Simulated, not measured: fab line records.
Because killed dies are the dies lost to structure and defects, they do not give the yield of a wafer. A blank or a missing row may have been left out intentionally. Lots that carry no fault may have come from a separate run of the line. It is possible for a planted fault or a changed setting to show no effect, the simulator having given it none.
Which tool is to blame?	flow gf180mcu	39 wafers from 13 lots sampled at 6 of the route's 602 steps

## WHAT EACH GAUGE READ, for each wafer
GF_MVSD_OVL_MEAS_07.
lot	measured	on	MVSD_OVL (nm)
L811	day 5 03:19	overlay-02	0.5 1.1 2.6
L812	day 5 07:01	overlay-02	-1.5 -0.5 -2.0
L814	day 6 06:35	overlay-02	1.2 1.2 -0.7
L815	day 6 06:58	overlay-02	0.3 -0.7 -1.3
L816	day 6 10:01	overlay-01	1.9 4.0 2.9
L818	day 7 00:54	overlay-02	3.2 2.0 2.3
L819	day 7 04:21	overlay-02	3.6 3.4 5.5
L820	day 7 07:00	overlay-02	2.8 -0.5 1.9
L821	day 7 13:45	overlay-01	2.0 0.4 6.3
L824	day 8 08:46	overlay-01	3.4 1.1 1.9
L828	day 9 07:28	overlay-02	0.1 -0.1 -0.3
L830	day 9 17:13	overlay-02	0.7 0.7 0.9
L831	day 10 02:56	overlay-02	0.9 -0.9 -1.5

GF_MVPSD_TW_MEAS_11.
lot	measured	on	MVPSD_TW
L811	day 5 18:17	filmMetro-03	557 564 558
L812	day 5 21:22	filmMetro-02	562 561 562
L814	day 6 22:05	filmMetro-02	564 562 561
L815	day 6 22:45	filmMetro-03	556 562 560
L816	day 7 02:17	filmMetro-03	562 564 563
L818	day 7 17:17	filmMetro-03	557 560 560
L819	day 7 20:44	filmMetro-03	561 558 560
L820	day 7 23:32	filmMetro-02	532 530 530
L821	day 8 07:12	filmMetro-01	554 556 555
L824	day 9 02:23	filmMetro-02	561 563 563
L828	day 10 01:21	filmMetro-02	564 562 562
L830	day 10 11:12	filmMetro-01	555 557 553
L831	day 10 22:12	filmMetro-02	562 560 560

GF_HV_LDD_OVL_MEAS_32.
lot	measured	on	HV_LDD_02_OVL (nm)
L811	day 12 06:37	overlay-02	-1.0 -0.9 -2.0
L812	day 12 12:44	overlay-01	-1.7 -2.1 -2.7
L814	day 13 18:56	overlay-01	-1.3 -0.6 -0.4
L815	day 13 21:56	overlay-02	-1.4 -2.1 -1.4
L816	day 14 03:02	overlay-02	-2.1 -0.7 -0.3
L818	day 15 01:28	overlay-02	-2.2 -0.2 -1.7
L819	day 15 02:07	overlay-02	-3.2 -0.7 -4.6
L820	day 15 07:58	overlay-01	0.7 0.1 0.9
L821	day 15 16:16	overlay-01	-1.0 0.4 -1.1
L824	day 16 15:58	overlay-02	-2.3 -2.3 -3.2
L828	day 18 05:53	overlay-01	-0.3 0.5 1.7
L830	day 18 21:19	overlay-02	-4.6 -3.8 -4.8
L831	day 19 02:14	overlay-02	-0.7 -1.1 -3.1

## WHICH TOOL RAN EACH LOT (tool, then ch and the chambers of the sampled wafers, then the start)
lot	GF_MVSD_STRIP_10	GF_MVPSD_STRIP_10	GF_HV_LDD_STRIP_10
L811	plasmaAsher-03 ch 0,1, day 5 03:40	plasmaAsher-01 ch 0,1, day 5 18:11	plasmaAsher-02 ch 0,1, day 10 17:48
L812	plasmaAsher-03 ch 0,1, day 5 07:22	plasmaAsher-04 ch 0,1, day 5 21:16	plasmaAsher-02 ch 0,1, day 10 23:05
L814	plasmaAsher-02 ch 0,1, day 6 06:55	plasmaAsher-02 ch 0, day 6 21:59	plasmaAsher-01 ch 1, day 12 03:42
L815	plasmaAsher-01 ch 0,1, day 6 07:19	plasmaAsher-02 ch 0,1, day 6 22:40	plasmaAsher-02 ch 0,1, day 12 05:38
L816	plasmaAsher-02 ch 0,1, day 6 10:20	plasmaAsher-02 ch 0,1, day 7 02:11	plasmaAsher-04 ch 0,1, day 12 10:48
L818	plasmaAsher-02 ch 0,1, day 7 01:14	plasmaAsher-02 ch 0,1, day 7 17:11	plasmaAsher-04 ch 0,1, day 13 08:13
L819	plasmaAsher-01 ch 0,1, day 7 04:41	plasmaAsher-02 ch 0,1, day 7 20:38	plasmaAsher-01 ch 0,1, day 13 08:24
L820	plasmaAsher-01 ch 0,1, day 7 07:20	plasmaAsher-01 ch 0,1, day 7 23:26	plasmaAsher-01 ch 0,1, day 13 13:24
L821	plasmaAsher-02 ch 0, day 7 14:05	plasmaAsher-02 ch 1, day 8 07:05	plasmaAsher-02 ch 0,1, day 13 21:48
L824	plasmaAsher-02 ch 0,1, day 8 09:06	plasmaAsher-02 ch 0,1, day 9 02:17	plasmaAsher-04 ch 0,1, day 14 20:27
L828	plasmaAsher-02 ch 0,1, day 9 07:49	plasmaAsher-01 ch 0,1, day 10 01:16	plasmaAsher-02 ch 0,1, day 16 06:50
L830	plasmaAsher-02 ch 0,1, day 9 17:33	plasmaAsher-04 ch 0,1, day 10 11:05	plasmaAsher-02 ch 0,1, day 16 21:30
L831	plasmaAsher-02 ch 0,1, day 10 03:17	plasmaAsher-01 ch 0,1, day 10 22:07	plasmaAsher-02 ch 0,1, day 17 03:44
- GF_MVSD_STRIP_10: strips in O2/N2.
- GF_MVPSD_STRIP_10: strips in O2/N2.
- GF_HV_LDD_STRIP_10: strips in O2/N2.

## AS READ BY THE TOOLS THEMSELVES (means over the sampled wafers that have a number; for cases with no such wafer, the mark the record gives instead)
GF_MVSD_STRIP_10.
lot	tool	drypumpMotorCurrentA (A)	heaterPowerW (W)	oesProductAu (a.u.)	stripTimeToEndpointS (s)
L811	plasmaAsher-03	6.1	340	0.721	36.98
L812	plasmaAsher-03	6.1	347	0.720	36.89
L814	plasmaAsher-02	5.4	270	0.716	36.95
L815	plasmaAsher-01	5.7	323	0.719	37.08
L816	plasmaAsher-02	5.4	273	0.721	36.99
L818	plasmaAsher-02	5.2	293	0.723	37.01
L819	plasmaAsher-01	5.7	322	0.720	36.93
L820	plasmaAsher-01	5.7	319	0.964	-
L821	plasmaAsher-02	4.9	315	0.720	37.14
L824	plasmaAsher-02	5.4	282	0.719	36.85
L828	plasmaAsher-02	5.4	282	0.720	37.00
L830	plasmaAsher-02	5.2	293	0.725	37.03
L831	plasmaAsher-02	5.2	291	0.724	36.93

GF_MVPSD_STRIP_10.
lot	tool	drypumpMotorCurrentA (A)	heaterPowerW (W)	oesProductAu (a.u.)	stripTimeToEndpointS (s)
L811	plasmaAsher-01	5.7	318	0.720	36.82
L812	plasmaAsher-04	5.2	351	0.721	37.03
L814	plasmaAsher-02	4.9	316	0.720	36.93
L815	plasmaAsher-02	5.2	298	0.721	36.93
L816	plasmaAsher-02	5.4	280	0.722	36.85
L818	plasmaAsher-02	5.1	294	0.718	36.91
L819	plasmaAsher-02	5.2	292	0.721	37.00
L820	plasmaAsher-01	5.7	316	0.723	42.16
L821	plasmaAsher-02	5.7	260	0.717	36.97
L824	plasmaAsher-02	5.4	279	0.719	37.10
L828	plasmaAsher-01	6.0	315	0.726	36.91
L830	plasmaAsher-04	5.2	346	0.721	36.88
L831	plasmaAsher-01	5.7	319	0.727	36.93

GF_HV_LDD_STRIP_10.
lot	tool	drypumpMotorCurrentA (A)	heaterPowerW (W)	oesProductAu (a.u.)	stripTimeToEndpointS (s)
L811	plasmaAsher-02	5.4	279	0.718	12.63
L812	plasmaAsher-02	5.4	274	0.714	12.64
L814	plasmaAsher-01	6.2	311	0.714	12.65
L815	plasmaAsher-02	5.4	278	0.721	12.57
L816	plasmaAsher-04	5.2	347	0.714	12.63
L818	plasmaAsher-04	5.1	362	0.717	12.58
L819	plasmaAsher-01	5.7	319	0.718	12.62
L820	plasmaAsher-01	6.0	314	0.714	12.65
L821	plasmaAsher-02	5.4	274	0.714	12.62
L824	plasmaAsher-04	5.1	367	0.715	12.66
L828	plasmaAsher-02	5.4	276	0.712	12.61
L830	plasmaAsher-02	5.4	276	0.716	12.59
L831	plasmaAsher-02	5.2	295	0.716	12.63

## THE ANSWER, worked out from the rows above alone
Rule: usual is defined by the lots themselves. Put in order of their means at a reading, lots are off if they are a third of the lots or fewer, leave a main group of 4 or more, and stand apart from it by a gap of 3 or more times the standard deviation of the main group's means; of several such gaps the widest counts. If all means in a main group match to the digits the tables above print for the reading, that group is not used. Also off: a lot with no number at a reading for which 4 or more lots have one. Any other lot the step has rows for is counted as sound. The gauges are gone through in route order, then the tools' own readings, and for those a lot's mean is taken as printed above. The first step at which some lot is off is used, and at that step the reading that is off furthest; a lot without a number counts as furthest.
Off: L820, seen at GF_MVPSD_TW_MEAS_11 (MVPSD_TW). For the main group the mean is 560 and the standard deviation 2.6.
A tool fits if, at a process step before that reading, it ran every lot that is off, and no sound lot after the first of them. Not tried: the gauges at GF_MVPSD_TW_MEAS_11; whatever is off there is also off at GF_MVSD_STRIP_10, on other tools, and gauge error can't account for it. One fits: GF_MVSD_STRIP_10 on plasmaAsher-01. Its last sound lot is L819 (day 7 04:41), its first lot that is off L820 (day 7 07:20): a fault that began between those two fits.
The tool's own readings at GF_MVSD_STRIP_10 bear it out: on the lots that are off they differ by more than 5 times the standard deviation of the sound lots' means. oesProductAu reads 0.964 a.u. there against 0.721 a.u. on the sound lots.
Blank at GF_MVSD_STRIP_10 on the lots that are off, where sound lots have numbers: stripTimeToEndpointS.

## WHAT THE SIMULATOR HAD PUT IN
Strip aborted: plasmaAsher-01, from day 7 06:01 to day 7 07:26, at GF_MVSD_STRIP_10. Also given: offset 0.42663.
Struck lots among those shown: L820. The same result came from the rule above.
